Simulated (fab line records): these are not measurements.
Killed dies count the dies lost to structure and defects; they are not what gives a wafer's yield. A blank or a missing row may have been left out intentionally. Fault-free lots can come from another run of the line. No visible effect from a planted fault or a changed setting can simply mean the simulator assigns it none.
fab line records	flow sky130
record: lots: 14	wafers: 42	last-day: 50
route steps=708 shown CAP2M@607 METAL4@629
lots untouched by any fault: they come from a run of this same line in which no faults occurred
start-h: start of the lot's first displayed wafer, in hours after the record's first day	wait-h: hours since the lot's step before	" as in the row above	L1.1+2: a single row standing in for several wafers	- value missing, or start not given	* or withheld: withheld	< > ~ a bound
route shown NAME@n: a module of which the file shows steps, and the number in the route of the first	usual: mean and standard deviation over wafers with no fault	same: alike in all rows	chamber/n: place in a boat	sites: per-site readings	_std_site: the standard deviation of these	_edge_site: the outer-site mean with the inner-site mean subtracted	radius-mm: for every site, how far away it sits from the centre of the wafer	mask NAME#n: copy n	behind: the last tool/chamber to shape the wafer	hold: reason for holding the lot/hours on hold/outcome of the hold	device: names the non-switching transistor (n, p or np)	end of line: the tests these same wafers got at the end of their route	a step with no rows: only its recipe	killed: at the first sort, the dies lost to defects and structure; wafer yield is something else	map: the dies of a wafer, with x for killed, . for not killed, _ for no die there
set.NAME: the setting the step ran with; set.NAME@STEP: the setting that earlier step ran with	model.NAME: the simulator's own value behind a step, which no gauge read
one table for each step of the route and one row for each wafer, over a sample of lots
services: the hour from which a tool's chamber was out of use, counted from the record's first day as start-h (under 0 if before that day), plus the number of hours and why
== steps ==
step: SKY_CAP2M_THK_MEAS_04
recipe: thk-meas-gauge: xrf	reads: TiN_of_CAP2M_SPUTTER_02
usual: CAP2M_TIN_THK: 199.9/2.5
lot.wafer	tool	chamber	start-h	wait-h	CAP2M_TIN_THK[nm]
L286.3	film-metro-03	-	931.19	0.1	198.0
L286.4	"	-	"	"	199.0
L286.5	"	-	"	"	199.2
L288.1	film-metro-03	-	940.96	0.1	198.9
L288.3	"	-	"	"	198.3
L288.6	"	-	"	"	197.8
L291.1	film-metro-01	-	978.17	0.1	200.0
L291.5	"	-	"	"	199.3
L291.6	"	-	"	"	196.4
L292.1	film-metro-04	-	980.99	0.1	201.8
L292.3	"	-	"	"	204.8
L292.6	"	-	"	"	202.3
L294.1	film-metro-03	-	1000.28	0.1	198.1
L294.2	"	-	"	"	201.4
L294.3	"	-	"	"	200.6
L299.1	film-metro-01	-	1027.86	0.1	200.6
L299.4	"	-	"	"	202.9
L299.6	"	-	"	"	200.1
L301.2	film-metro-03	-	1035.06	0.1	195.6
L301.4	"	-	"	"	195.9
L301.6	"	-	"	"	196.7
L302.1	film-metro-01	-	1040.12	0.1	206.8
L302.2	"	-	"	"	203.7
L302.4	"	-	"	"	207.5
L303.2	film-metro-03	-	1049.46	0.1	199.9
L303.3	"	-	"	"	198.0
L303.5	"	-	"	"	201.1
L304.1	film-metro-04	-	1053.19	0.1	200.9
L304.5	"	-	"	"	201.2
L304.6	"	-	"	"	204.9
L305.1	film-metro-01	-	1055.87	0.1	204.1
L305.4	"	-	"	"	200.7
L305.5	"	-	"	"	201.6
L306.2	film-metro-04	-	1068.24	0.1	199.1
L306.4	"	-	"	"	195.5
L306.5	"	-	"	"	198.7
L307.1	film-metro-04	-	1075.77	0.1	198.5
L307.3	"	-	"	"	197.3
L307.6	"	-	"	"	197.3
L309.4	film-metro-03	-	1088.35	0.1	202.0
L309.5	"	-	"	"	206.7
L309.6	"	-	"	"	200.7
step: SKY_METAL4_CD_MEAS_13
recipe: target-cd-nm: 300
usual: cd-nm: 299.9/1.3
lot.wafer	tool	chamber	start-h	wait-h	cd-nm
L286.3	cd-sem-02	-	979.70	-	298.6
L286.4	"	-	"	"	298.4
L286.5	"	-	"	"	299.0
L288.1	cd-sem-02	-	987.69	-	301.1
L288.3	"	-	"	"	298.5
L288.6	"	-	"	"	301.1
L291.1	cd-sem-02	-	1025.19	-	300.4
L291.5	"	-	"	"	299.8
L291.6	"	-	"	"	299.3
L292.1	cd-sem-02	-	1028.26	-	298.7
L292.3	"	-	"	"	297.9
L292.6	"	-	"	"	298.5
L294.1	cd-sem-02	-	1045.04	-	298.8
L294.2	"	-	"	"	298.6
L294.3	"	-	"	"	297.6
L299.1	cd-sem-02	-	1072.01	-	300.1
L299.4	"	-	"	"	299.1
L299.6	"	-	"	"	301.0
L301.2	cd-sem-02	-	1079.06	-	298.4
L301.4	"	-	"	"	298.7
L301.6	"	-	"	"	300.2
L302.1	cd-sem-02	-	1081.71	-	299.9
L302.2	"	-	"	"	299.3
L302.4	"	-	"	"	299.1
L303.2	cd-sem-01	-	1092.75	-	301.2
L303.3	"	-	"	"	301.7
L303.5	"	-	"	"	302.2
L304.1	cd-sem-01	-	1096.04	-	299.1
L304.5	"	-	"	"	300.6
L304.6	"	-	"	"	301.6
L305.1	cd-sem-01	-	1098.34	-	299.9
L305.4	"	-	"	"	299.2
L305.5	"	-	"	"	300.0
L306.2	cd-sem-01	-	1110.96	-	298.9
L306.4	"	-	"	"	298.9
L306.5	"	-	"	"	299.6
L307.1	cd-sem-02	-	1116.86	-	296.7
L307.3	"	-	"	"	297.5
L307.6	"	-	"	"	298.3
L309.4	cd-sem-01	-	1128.55	-	301.6
L309.5	"	-	"	"	300.8
L309.6	"	-	"	"	300.8
step: SKY_METAL4_ETCH_17
recipe: target: SiO2	stop-on: TiN	chemistry: C4F8/O2/Ar	source-w: 1500	bias-w: 1200	pressure-mtorr: 40	c4f8-flow-sccm: withheld	O2_flow_sccm: 6	Ar_flow_sccm: 300	time-s: 3.9	target-depth-a: 150
usual: bias-w: 1200/3.5	chamber-pressure-mTorr: 39.99/0.036	oes-product-au: 0.756/0.007
lot.wafer	tool	chamber	start-h	wait-h	bias-w	chamber-pressure-mTorr	oes-product-au
L286.3	rie-diel-03	1	979.94	0.0	1202	39.93	0.751
L286.4	"	3	"	"	1192	40.02	0.754
L286.5	"	0	"	"	1198	40.02	0.763
L288.1	rie-diel-02	1	987.98	0.1	1202	40.09	0.765
L288.3	"	2	"	"	1204	39.93	0.752
L288.6	"	3	"	"	1199	40.03	0.752
L291.1	rie-diel-03	2	1025.61	0.2	-	-	-
L291.5	"	3	"	"	-	-	-
L291.6	"	2	"	"	-	-	-
L292.1	rie-diel-04	0	1028.67	0.2	-	-	-
L292.3	"	1	"	"	-	-	-
L292.6	"	2	"	"	-	-	-
L294.1	rie-diel-03	0	1045.46	0.2	1202	39.99	0.737
L294.2	"	2	"	"	1197	39.95	0.752
L294.3	"	3	"	"	1197	40.03	0.751
L299.1	rie-diel-04	1	1072.29	0.1	1200	40.01	0.740
L299.4	"	0	"	"	1204	40.06	0.751
L299.6	"	3	"	"	1197	39.97	0.756
L301.2	rie-diel-03	2	1079.33	0.1	1201	39.95	0.754
L301.4	"	3	"	"	1199	39.97	0.765
L301.6	"	3	"	"	1202	39.96	0.758
L302.1	rie-diel-03	1	1081.99	0.1	1198	39.99	0.752
L302.2	"	2	"	"	1199	39.97	0.754
L302.4	"	0	"	"	1203	39.94	0.760
L303.2	rie-diel-03	3	1093.02	0.1	1201	40.01	0.744
L303.3	"	1	"	"	1199	40.04	0.769
L303.5	"	2	"	"	1203	39.97	0.775
L304.1	rie-diel-02	0	1096.35	0.1	1206	40.04	0.755
L304.5	"	3	"	"	1203	40.04	0.753
L304.6	"	0	"	"	1202	39.92	0.760
L305.1	rie-diel-02	3	1098.63	0.1	1200	40.01	0.745
L305.4	"	2	"	"	1194	39.96	0.758
L305.5	"	2	"	"	1193	39.96	0.760
L306.2	rie-diel-02	0	1111.23	0.1	1203	40.00	0.762
L306.4	"	1	"	"	1196	39.94	0.756
L306.5	"	3	"	"	1201	39.91	0.754
L307.1	rie-diel-03	0	1117.14	0.1	1197	39.98	0.751
L307.3	"	3	"	"	1195	40.01	0.745
L307.6	"	0	"	"	1198	39.98	0.754
L309.4	rie-diel-03	0	1128.78	0.0	1203	40.03	0.760
L309.5	"	2	"	"	1196	39.99	0.754
L309.6	"	3	"	"	1195	40.04	0.761
step: SKY_METAL4_STRIP_19
recipe: chemistry: O2/N2	power-w: 1400	pressure-mtorr: 1500	platen-temp-c: withheld	o2-flow-sccm: 3000	n2-flow-sccm: 300	overash-fraction: 0.5
usual: chamber-pressure-mTorr: 1500.1/1.4	drypump-motor-current-A: 5.6/0.33	oes-product-au: 0.504/0.0059	strip-time-to-endpoint-s: 6.58/0.081
lot.wafer	tool	chamber	start-h	wait-h	chamber-pressure-mTorr	drypump-motor-current-A	oes-product-au	rf-hours-counter-h	strip-time-to-endpoint-s
L286.3	plasma-asher-04	1	980.17	0.1	1503.0	5.6	0.502	-	6.53
L286.4	"	0	"	"	1499.9	5.3	0.506	-	6.53
L286.5	"	0	"	"	1500.5	5.3	0.507	-	6.60
L288.1	plasma-asher-01	1	988.17	0.1	1500.7	5.2	0.503	85	6.57
L288.3	"	1	"	"	1499.5	5.2	0.507	-	6.66
L288.6	"	0	"	"	1501.5	5.5	0.496	-	6.49
L291.1	plasma-asher-01	1	1025.80	0.1	1501.2	5.2	0.499	88	6.54
L291.5	"	0	"	"	1499.4	5.5	0.512	-	6.62
L291.6	"	1	"	"	1500.4	5.2	0.503	-	6.60
L292.1	plasma-asher-02	0	1028.87	0.1	1500.9	6.0	0.510	122	6.64
L292.3	"	1	"	"	1501.6	6.2	0.509	-	6.70
L292.6	"	1	"	"	1498.9	6.1	0.504	-	6.60
L294.1	plasma-asher-04	0	1045.65	0.1	1500.5	5.3	0.500	62	6.54
L294.2	"	1	"	"	1500.0	5.6	0.503	62	6.54
L294.3	"	1	"	"	1499.0	5.6	0.498	-	6.44
L299.1	plasma-asher-01	1	1072.49	0.1	1498.8	5.2	0.510	93	6.71
L299.4	"	1	"	"	1502.2	5.2	0.514	-	6.68
L299.6	"	0	"	"	1500.3	5.5	0.508	-	6.71
L301.2	plasma-asher-02	1	1079.52	0.1	1498.5	6.1	0.500	2	6.55
L301.4	"	1	"	"	1501.1	6.1	0.500	-	6.60
L301.6	"	1	"	"	1502.3	6.1	0.512	-	6.54
L302.1	plasma-asher-01	0	1082.19	0.1	1502.2	5.5	0.509	94	6.55
L302.2	"	1	"	"	1498.3	5.2	0.511	94	6.53
L302.4	"	1	"	"	1500.4	5.2	0.502	-	6.60
L303.2	plasma-asher-01	1	1093.21	0.1	1497.3	5.2	0.501	95	6.52
L303.3	"	0	"	"	1500.2	5.5	0.502	-	6.55
L303.5	"	1	"	"	1499.9	5.2	0.501	-	6.49
L304.1	plasma-asher-01	0	1096.55	0.1	1500.2	5.5	0.497	95	6.49
L304.5	"	0	"	"	1501.1	5.5	0.489	-	6.44
L304.6	"	1	"	"	1499.2	5.2	0.497	-	6.50
L305.1	plasma-asher-02	1	1098.82	0.1	1499.6	6.1	0.508	3	6.59
L305.4	"	1	"	"	1501.8	6.1	0.504	-	6.54
L305.5	"	1	"	"	1500.1	6.1	0.503	-	6.49
L306.2	plasma-asher-01	1	1111.42	0.1	1499.2	5.2	0.504	97	6.59
L306.4	"	1	"	"	1499.5	5.2	0.504	-	6.62
L306.5	"	1	"	"	1499.5	5.2	0.509	-	6.62
L307.1	plasma-asher-01	1	1117.34	0.1	1497.8	5.2	0.498	97	6.54
L307.3	"	1	"	"	1498.9	5.2	0.500	-	6.61
L307.6	"	0	"	"	1499.5	5.5	0.504	-	6.66
L309.4	plasma-asher-01	0	1129.01	0.1	1502.7	5.5	0.512	-	6.73
L309.5	"	1	"	"	1498.4	5.2	0.505	-	6.66
L309.6	"	0	"	"	1497.2	5.5	0.509	-	6.72
== services ==
tool	chamber	start-h	hours	kind
rie-diel-02	-	957.49	0.4	repair
rie-diel-03	0	957.71	6.1	repair
plasma-asher-02	-	968.65	28.1	pm
rie-diel-04	2	975.21	1.2	repair
rie-diel-03	-	981.89	2.8	pm
rie-diel-02	1	1013.52	52.5	repair
plasma-asher-04	-	1025.61	0.6	repair
plasma-asher-01	-	1026.45	3.0	repair
plasma-asher-02	-	1029.87	4.6	repair
rie-diel-04	1	1035.55	3.0	repair
rie-diel-03	1	1045.26	5.7	repair
plasma-asher-02	-	1055.25	9.0	pm
plasma-asher-02	0	1055.25	9.0	vent-cycle
plasma-asher-02	1	1055.25	9.0	vent-cycle
plasma-asher-02	0	1064.25	-	clean
plasma-asher-02	1	1064.25	-	clean
rie-diel-02	0	1066.01	-	clean
rie-diel-02	0	1066.01	24.4	scheduled-down
rie-diel-02	0	1066.01	24.4	vent-cycle
rie-diel-02	1	1072.77	1.5	repair
rie-diel-04	0	1079.63	10.9	repair
rie-diel-02	-	1081.38	14.6	pm
rie-diel-04	3	1094.00	6.2	repair
plasma-asher-04	-	1126.21	3.4	repair
== key ==
first-sign: step: SKY_METAL4_ETCH_17	reading: tool-record	direction: missing
effect none on later readings
met-at SKY_METAL4_ETCH_17
struck-lots L291,L292
later-rows-left-out L291.1,L291.5,L291.6,L292.1,L292.3,L292.6
sort-left-out L291.1,L291.5,L291.6,L292.1,L292.3,L292.6
not-acting-at SKY_CAP2M_THK_MEAS_04,SKY_METAL4_CD_MEAS_13,SKY_METAL4_STRIP_19
onset-between 979.94 1025.61
fault: kind: skipped-step-whole	tool: rie-diel-03,rie-diel-04	chamber: -	onset-h: 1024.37	steps: SKY_METAL4_ETCH_17	scope: struck-lots-only
sort-left-out: the simulated sort isn't trusted on such a fault, so these wafers' sort isn't shown, and their yield isn't known
later-rows-left-out: the simulator's readings of these wafers behind a module that went badly wrong aren't trusted and aren't shown, but for the sort
